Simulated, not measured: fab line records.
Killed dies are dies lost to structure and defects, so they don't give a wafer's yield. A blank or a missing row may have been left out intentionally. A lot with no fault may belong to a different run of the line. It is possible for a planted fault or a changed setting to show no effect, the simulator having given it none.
fab line records | flow sky130
[record] lots = 6 | wafers = 18 | last_day = 50
route steps=708 shown CONTACT@411
lots untouched by any fault: they come from a run of this same line in which no faults occurred
start_h: hours from the record's first day to the start of the lot's first wafer shown | wait_h: time in hours since the lot's previous step | " the same as in the row above | L1.1+2: several wafers, shown together as one row | - no value, or no start was given | * or withheld: withheld | < > ~ a bound
route shown NAME@n: NAME is a module with steps in the file, n the number in the route of the first one | usual: the fault-free wafers' mean and standard deviation | same: alike in all rows | chamber/n: place in a boat | sites: readings site by site | _std_site: how widely they spread, as a standard deviation | _edge_site: outer sites' mean less inner sites' | radius_mm: for every site, how far away it sits from the centre of the wafer | mask NAME#n: copy n | behind: the last tool/chamber to shape the wafer | hold: reason for holding the lot/hours on hold/outcome of the hold | device: the transistor (n, p or np) that didn't switch | end of line: at the end of the route, the tests of the same wafers | a step given without rows: its recipe and nothing more | killed: the dies lost at the first sort to structure and to defects; this is not the yield of the wafer | map: shows each die of a wafer: x if killed, . if not, _ if none is there
set.NAME: the run value of the setting; set.NAME@STEP: its run value at that earlier step | model.NAME: the simulator's own value behind a step, which no gauge read
lots seen at some steps along the route; tables by step, rows by wafer
services: the hour from which a tool's chamber was out of use, counted from the record's first day as start_h (under 0 if before that day), plus the number of hours and why
[[steps]]
[step SKY_CONTACT_BOW_MEAS_05]
[recipe] mode = bow
[usual] CONTACT_BOW = 81/7.1
lot.wafer | tool          | chamber | start_h | wait_h | CONTACT_BOW[um]
L941.1    | film_metro-01 | -       | 731.04  | 0.3    | 90
L941.5    | "             | -       | "       | "      | 84
L941.6    | "             | -       | "       | "      | 86
L950.3    | film_metro-01 | -       | 788.17  | 0.1    | 92
L950.4    | "             | -       | "       | "      | 73
L950.6    | "             | -       | "       | "      | 93
L953.1    | film_metro-03 | -       | 847.95  | 0.2    | 82
L953.4    | "             | -       | "       | "      | 78
L953.6    | "             | -       | "       | "      | 83
L957.3    | film_metro-03 | -       | 851.49  | 0.2    | 89
L957.4    | "             | -       | "       | "      | 84
L957.5    | "             | -       | "       | "      | 89
L959.1    | film_metro-03 | -       | 853.92  | 0.1    | 88
L959.5    | "             | -       | "       | "      | 88
L959.6    | "             | -       | "       | "      | 82
L962.2    | film_metro-02 | -       | 894.73  | 0.2    | 72
L962.3    | "             | -       | "       | "      | 82
L962.6    | "             | -       | "       | "      | 89
[step SKY_CONTACT_DEHYDRATE_06]
[recipe] temp_c = 200 | time_s = 60
[step SKY_CONTACT_HMDS_07]
[recipe] prime_time_s = 60 | prime_temp_c = 120
[step SKY_CONTACT_COAT_08]
[recipe] resist = BARC | temp_c = withheld | time_s = withheld | spin_rpm = 3000 | resist_thk_nm = 60
[step SKY_CONTACT_COAT_09]
[recipe] resist = KrF-thick | spin_rpm = 3000 | resist_thk_nm = 450
[step SKY_CONTACT_SOFTBAKE_10]
[recipe] temp_c = 100 | time_s = 88.25 | resist = KrF-thick
[step SKY_CONTACT_EXPOSE_11]
[recipe] mask_id = CTM1 | na = 0.8 | source_shape = annular | sigma_inner = 0.55 | sigma_outer = 0.85 | target_cd_nm = 170 | dose_mj = 38
[step SKY_CONTACT_PEB_12]
[recipe] peb_temp_c = withheld | peb_time_s = withheld | resist = KrF-thick
[step SKY_CONTACT_DEVELOP_13]
[recipe] develop_time_s = 60 | resist = KrF-thick | dev_temp_c = 21
[step SKY_CONTACT_CD_MEAS_14]
[recipe] target_cd_nm = 170
[usual] cd_nm = 169.9/1.4
lot.wafer | tool      | chamber | start_h | wait_h | cd_nm
L941.1    | cd_sem-01 | -       | 759.18  | -      | 169.9
L941.5    | "         | -       | "       | "      | 170.5
L941.6    | "         | -       | "       | "      | 169.4
L950.3    | cd_sem-02 | -       | 814.39  | -      | 171.9
L950.4    | "         | -       | "       | "      | 170.4
L950.6    | "         | -       | "       | "      | 171.5
L953.1    | cd_sem-02 | -       | 875.00  | -      | 168.3
L953.4    | "         | -       | "       | "      | 168.7
L953.6    | "         | -       | "       | "      | 168.3
L957.3    | cd_sem-01 | -       | 878.24  | -      | 168.1
L957.4    | "         | -       | "       | "      | 167.8
L957.5    | "         | -       | "       | "      | 169.1
L959.1    | cd_sem-01 | -       | 880.00  | -      | 169.9
L959.5    | "         | -       | "       | "      | 171.4
L959.6    | "         | -       | "       | "      | 170.9
L962.2    | cd_sem-02 | -       | 919.65  | -      | 171.5
L962.3    | "         | -       | "       | "      | 169.9
L962.6    | "         | -       | "       | "      | 168.8
[step SKY_CONTACT_OVL_MEAS_15]
[usual] CONTACT_OVL = 0/6
lot.wafer | tool       | chamber | start_h | wait_h | CONTACT_OVL[nm]
L941.1    | overlay-01 | -       | 759.30  | 0.1    | -7
L941.5    | "          | -       | "       | "      | -1
L941.6    | "          | -       | "       | "      | -14
L950.3    | overlay-01 | -       | 814.49  | 0.1    | 3
L950.4    | "          | -       | "       | "      | -7
L950.6    | "          | -       | "       | "      | 1
L953.1    | overlay-02 | -       | 875.12  | 0.1    | -2
L953.4    | "          | -       | "       | "      | 5
L953.6    | "          | -       | "       | "      | 8
L957.3    | overlay-01 | -       | 878.34  | 0.1    | -3
L957.4    | "          | -       | "       | "      | -10
L957.5    | "          | -       | "       | "      | -9
L959.1    | overlay-02 | -       | 880.12  | 0.1    | 4
L959.5    | "          | -       | "       | "      | 5
L959.6    | "          | -       | "       | "      | -4
L962.2    | overlay-02 | -       | 919.75  | 0.1    | -3
L962.3    | "          | -       | "       | "      | -6
L962.6    | "          | -       | "       | "      | -1
[step SKY_CONTACT_ETCH_16]
[recipe] chemistry = N2/H2 | target = BARC | ion_energy_ev = 200 | source_w = 500 | bias_w = 100 | pressure_mtorr = 30 | n2_flow_sccm = 100 | h2_flow_sccm = 200 | stop_on = SiO2 | time_s = 45.9 | target_depth_a = 600
[usual] drypump_motor_current_A = 5.9/0.57 | oes_product_au = 0.854/0.0048 | rf_fwd_power_W = 494.4/1.9 | throttle_valve_pct = 13.224/0.0081
lot.wafer | tool        | chamber | start_h | wait_h | drypump_motor_current_A | oes_product_au | rf_fwd_power_W | rf_hours_counter_h | throttle_valve_pct
L941.1    | rie_diel-04 | 1       | 759.33  | 0.0    | 5.5                     | 0.858          | 493.3          | 28                 | 13.225
L941.5    | "           | 0       | "       | "      | 5.9                     | 0.857          | 495.0          | -                  | 13.225
L941.6    | "           | 1       | "       | "      | 5.5                     | 0.856          | 495.9          | -                  | 13.209
L950.3    | rie_diel-01 | 3       | 814.51  | 0.0    | 6.1                     | 0.849          | 494.6          | 11                 | 13.226
L950.4    | "           | 2       | "       | "      | 6.2                     | 0.849          | 494.9          | 9                  | 13.229
L950.6    | "           | 2       | "       | "      | 6.2                     | 0.861          | 493.9          | -                  | 13.225
L953.1    | rie_diel-01 | 1       | 875.16  | 0.0    | 6.3                     | 0.856          | 493.1          | 16                 | 13.220
L953.4    | "           | 3       | "       | "      | 6.1                     | 0.848          | 491.9          | 13                 | 13.236
L953.6    | "           | 1       | "       | "      | 6.3                     | 0.854          | 493.7          | -                  | 13.232
L957.3    | rie_diel-01 | 1       | 878.36  | 0.0    | 6.3                     | 0.847          | 493.2          | 16                 | 13.209
L957.4    | "           | 2       | "       | "      | 6.3                     | 0.857          | 498.4          | 11                 | 13.215
L957.5    | "           | 3       | "       | "      | 6.1                     | 0.856          | 490.9          | -                  | 13.215
L959.1    | rie_diel-04 | 0       | 880.16  | 0.0    | 5.9                     | 0.847          | 495.4          | 5                  | 13.231
L959.5    | "           | 0       | "       | "      | 5.9                     | 0.859          | 492.6          | -                  | 13.225
L959.6    | "           | 3       | "       | "      | 6.0                     | 0.864          | 495.2          | -                  | 13.214
L962.2    | rie_diel-03 | 1       | 919.78  | 0.0    | 6.2                     | 0.862          | 495.3          | 5                  | 13.220
L962.3    | "           | 0       | "       | "      | 4.7                     | 0.855          | 497.9          | 8                  | 13.218
L962.6    | "           | 1       | "       | "      | 6.2                     | 0.859          | 496.1          | -                  | 13.250
[step SKY_CONTACT_ETCH_17]
[recipe] target = SiO2 | chemistry = C4F8/O2/Ar | stop_on = Si3N4 | mask_material = KrF-thick | source_w = 1500 | bias_w = 1200 | pressure_mtorr = 40 | c4f8_flow_sccm = withheld | O2_flow_sccm = 6 | Ar_flow_sccm = 300 | time_s = withheld | target_depth_a = 3400
[usual] oes_product_au = 0.892/0.0046 | rf_fwd_power_W = 1486/5.5
lot.wafer | tool        | chamber | start_h | wait_h | oes_product_au | rf_fwd_power_W | model.CONTACT.feature_depth_nm | model.Si3N4_of_CONTACT_CVD_00.thk_nm | model.KrF-thick_of_CONTACT_COAT_09.thk_nm
L941.1    | rie_diel-04 | 1       | 759.38  | 0.0    | 0.892          | 1486           | 340.4                          | 74.48                                | 327.5
L941.5    | "           | 0       | "       | "      | 0.898          | 1486           | 340.6                          | 75.62                                | 328.6
L941.6    | "           | 1       | "       | "      | 0.896          | 1492           | 339.9                          | 74.89                                | 326.3
L950.3    | rie_diel-01 | 3       | 814.55  | 0.0    | 0.894          | 1485           | 339.6                          | 74.21                                | 326.8
L950.4    | "           | 2       | "       | "      | 0.895          | 1492           | 339.4                          | 74.68                                | 328.4
L950.6    | "           | 2       | "       | "      | 0.892          | 1490           | 339.9                          | 75                                   | 328.4
L953.1    | rie_diel-01 | 1       | 875.20  | 0.0    | 0.890          | 1728           | 344.7                          | 70.91                                | 324.7
L953.4    | "           | 3       | "       | "      | 0.889          | 1723           | 344.9                          | 71.59                                | 323.9
L953.6    | "           | 1       | "       | "      | 0.899          | 1730           | 344.4                          | 71.69                                | 324.8
L957.3    | rie_diel-01 | 1       | 878.40  | 0.0    | 0.882          | 1722           | 342.2                          | 69.98                                | 323.8
L957.4    | "           | 2       | "       | "      | 0.886          | 1729           | 343.1                          | 71.25                                | 324.7
L957.5    | "           | 3       | "       | "      | 0.889          | 1715           | 341.9                          | 70.9                                 | 324
L959.1    | rie_diel-04 | 0       | 880.20  | 0.0    | 0.898          | 1491           | 338.3                          | 75.22                                | 331
L959.5    | "           | 0       | "       | "      | 0.893          | 1490           | 339.1                          | 76.02                                | 330.5
L959.6    | "           | 3       | "       | "      | 0.900          | 1489           | 339.2                          | 75.99                                | 330.2
L962.2    | rie_diel-03 | 1       | 919.82  | 0.0    | 0.898          | 1496           | 340.8                          | 74.74                                | 330.2
L962.3    | "           | 0       | "       | "      | 0.898          | 1488           | 340.2                          | 75                                   | 330.5
L962.6    | "           | 1       | "       | "      | 0.894          | 1494           | 340.7                          | 75.19                                | 329.1
[step SKY_CONTACT_ETCH_18]
[recipe] target = Si3N4 | chemistry = CHF3/O2 | stop_on = TiN | source_w = 600 | bias_w = 200 | pressure_mtorr = 40 | chf3_flow_sccm = 50 | O2_flow_sccm = 5 | time_s = 39 | target_depth_a = 750
[usual] chf3_flow_sccm = 50.01/0.17 | drypump_motor_current_A = 5.9/0.57 | oes_product_au = 0.855/0.007 | rf_fwd_power_W = 592.5/2.2 | throttle_valve_pct = 8.792/0.0091
lot.wafer | tool        | chamber | start_h | wait_h | chf3_flow_sccm | drypump_motor_current_A | oes_product_au | rf_fwd_power_W | rf_hours_counter_h | throttle_valve_pct | model.etch.depth_nm | model.KrF-thick_of_CONTACT_COAT_09.thk_nm
L941.1    | rie_diel-04 | 1       | -       | -      | 50.30          | 5.5                     | 0.854          | 593.3          | 29                 | 8.809              | 74.48               | 243
L941.5    | "           | 0       | "       | "      | 49.89          | 5.9                     | 0.868          | 595.2          | -                  | 8.807              | 75.62               | 246.2
L941.6    | "           | 1       | "       | "      | 50.05          | 5.5                     | 0.857          | 591.9          | -                  | 8.794              | 74.89               | 241.8
L950.3    | rie_diel-01 | 3       | -       | -      | 50.02          | 6.1                     | 0.849          | 589.6          | 12                 | 8.789              | 74.21               | 240.7
L950.4    | "           | 2       | "       | "      | 50.20          | 6.2                     | 0.860          | 593.5          | 9                  | 8.797              | 74.68               | 243.2
L950.6    | "           | 2       | "       | "      | 49.75          | 6.2                     | 0.864          | 597.8          | -                  | 8.819              | 75                  | 243.8
L953.1    | rie_diel-01 | 1       | -       | -      | 50.06          | 6.3                     | 0.841          | 593.5          | 16                 | 8.791              | 70.91               | 240.4
L953.4    | "           | 3       | "       | "      | 50.01          | 6.1                     | 0.827          | 588.4          | 13                 | 8.792              | 71.59               | 237.9
L953.6    | "           | 1       | "       | "      | 50.30          | 6.3                     | 0.832          | 594.6          | -                  | 8.778              | 71.69               | 240.4
L957.3    | rie_diel-01 | 1       | -       | -      | 49.85          | 6.3                     | 0.823          | 595.2          | 16                 | 8.784              | 69.98               | 238.4
L957.4    | "           | 2       | "       | "      | 49.89          | 6.2                     | 0.829          | 595.0          | 11                 | 8.778              | 71.25               | 238.8
L957.5    | "           | 3       | "       | "      | 49.68          | 6.1                     | 0.838          | 588.8          | -                  | 8.784              | 70.9                | 238.3
L959.1    | rie_diel-04 | 0       | -       | -      | 49.99          | 5.9                     | 0.865          | 595.3          | 5                  | 8.796              | 75.22               | 247.7
L959.5    | "           | 0       | "       | "      | 50.06          | 5.8                     | 0.864          | 595.1          | -                  | 8.804              | 76.02               | 246.4
L959.6    | "           | 3       | "       | "      | 50.12          | 6.0                     | 0.860          | 596.3          | -                  | 8.799              | 75.99               | 245.5
L962.2    | rie_diel-03 | 1       | -       | -      | 50.05          | 6.2                     | 0.851          | 593.8          | 5                  | 8.797              | 74.74               | 246
L962.3    | "           | 0       | "       | "      | 49.89          | 4.7                     | 0.855          | 590.4          | 8                  | 8.794              | 75                  | 247.6
L962.6    | "           | 1       | "       | "      | 50.43          | 6.2                     | 0.854          | 589.3          | -                  | 8.783              | 75.19               | 244.7
[step SKY_CONTACT_STRIP_19]
[recipe] chemistry = O2/N2 | power_w = 1429 | pressure_mtorr = 1500 | platen_temp_c = withheld | o2_flow_sccm = 3000 | n2_flow_sccm = 300 | overash_fraction = 0.5
[usual] drypump_motor_current_A = 5.8/0.52 | oes_product_au = 0.383/0.0044 | strip_time_to_endpoint_s = 3.575/0.027
lot.wafer | tool            | chamber | start_h | wait_h | drypump_motor_current_A | oes_product_au | rf_hours_counter_h | strip_time_to_endpoint_s
L941.1    | plasma_asher-03 | 0       | 759.47  | -      | 6.5                     | 0.381          | 95                 | 3.556
L941.5    | "               | 1       | "       | "      | 6.0                     | 0.377          | -                  | 3.600
L941.6    | "               | 0       | "       | "      | 6.4                     | 0.379          | -                  | 3.537
L950.3    | plasma_asher-02 | 1       | 814.67  | -      | 6.2                     | 0.381          | -                  | 3.540
L950.4    | "               | 0       | "       | "      | 5.0                     | 0.383          | -                  | 3.555
L950.6    | "               | 1       | "       | "      | 6.2                     | 0.378          | -                  | 3.564
L953.1    | plasma_asher-03 | 1       | 875.29  | -      | 5.9                     | 0.378          | 107                | 3.536
L953.4    | "               | 0       | "       | "      | 6.5                     | 0.381          | -                  | 3.509
L953.6    | "               | 0       | "       | "      | 6.5                     | 0.375          | -                  | 3.546
L957.3    | plasma_asher-03 | 1       | 878.52  | -      | 5.9                     | 0.379          | -                  | 3.516
L957.4    | "               | 0       | "       | "      | 6.5                     | 0.377          | -                  | 3.518
L957.5    | "               | 0       | "       | "      | 6.5                     | 0.374          | -                  | 3.509
L959.1    | plasma_asher-01 | 0       | 880.29  | -      | 5.4                     | 0.379          | 12                 | 3.617
L959.5    | "               | 1       | "       | "      | 5.9                     | 0.378          | -                  | 3.603
L959.6    | "               | 0       | "       | "      | 5.4                     | 0.377          | -                  | 3.584
L962.2    | plasma_asher-03 | 1       | 919.91  | -      | 5.9                     | 0.383          | 111                | 3.605
L962.3    | "               | 1       | "       | "      | 5.9                     | 0.387          | -                  | 3.615
L962.6    | "               | 1       | "       | "      | 5.9                     | 0.384          | -                  | 3.583
[[services]]
tool            | chamber | start_h | hours | kind
plasma_asher-01 | 0       | 742.75  | -     | clean
plasma_asher-01 | 1       | 742.75  | -     | clean
plasma_asher-01 | -       | 765.25  | 1.5   | repair
rie_diel-04     | -       | 772.85  | 2.8   | pm
rie_diel-01     | 1       | 775.08  | 2.4   | repair
rie_diel-04     | 2       | 775.69  | 1.5   | repair
plasma_asher-02 | -       | 788.03  | 0.9   | repair
plasma_asher-01 | -       | 805.35  | 11.7  | repair
plasma_asher-01 | -       | 805.63  | 1.6   | repair
rie_diel-03     | 3       | 809.12  | 12.9  | repair
plasma_asher-01 | -       | 812.21  | 0.4   | repair
rie_diel-03     | 3       | 832.59  | -     | clean
rie_diel-03     | 3       | 832.59  | 26.1  | scheduled_down
rie_diel-03     | 3       | 832.59  | 26.1  | vent_cycle
rie_diel-04     | 0       | 840.28  | 5.1   | repair
rie_diel-04     | 1       | 856.06  | -     | clean
rie_diel-04     | 1       | 856.06  | 18.4  | scheduled_down
rie_diel-04     | 1       | 856.06  | 18.4  | vent_cycle
plasma_asher-03 | -       | 868.46  | 1.5   | repair
rie_diel-01     | 3       | 881.20  | 2.9   | repair
plasma_asher-01 | -       | 887.01  | 5.1   | repair
rie_diel-03     | 2       | 900.53  | 1.7   | repair
rie_diel-04     | 0       | 906.36  | 2.4   | repair
[[key]]
[first_sign] step = SKY_CONTACT_ETCH_17 | reading = rf_fwd_power_W | direction = up | sigmas = 44 | usual = 1486 | struck = 1725
[effect] step = SKY_CONTACT_ETCH_18 | reading = oes_product_au | direction = down | sigmas = 3.3 | usual = 0.855 | struck = 0.831
[model_effect] step = SKY_CONTACT_ETCH_17 | value = CONTACT.feature_depth_nm | without = 339.4 | struck = 343.5
[model_effect] step = SKY_CONTACT_ETCH_18 | value = etch.depth_nm | without = 75.14 | struck = 71.06
met_at SKY_CONTACT_ETCH_17
struck_wafers L953.1,L953.4,L953.6,L957.3,L957.4,L957.5
tester_left_out L953,L957
onset_between 814.55 875.20
[fault] kind = process_parameter_drift | tool = rie_diel-01 | chamber = - | onset_h = 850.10 | steps = SKY_CONTACT_ETCH_17 | channel = source_w | offset = 240 | shape = step | end_h = 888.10 | acts_in = these_recipes_only | stated = 1500
// tester_left_out: of these lots the tester's yield and bins aren't shown, on N5 and GAA mostly nor the transistor test; their killed dies are dies lost to structure and defects alone, not to doping, threshold or leakage, so they don't give the yield
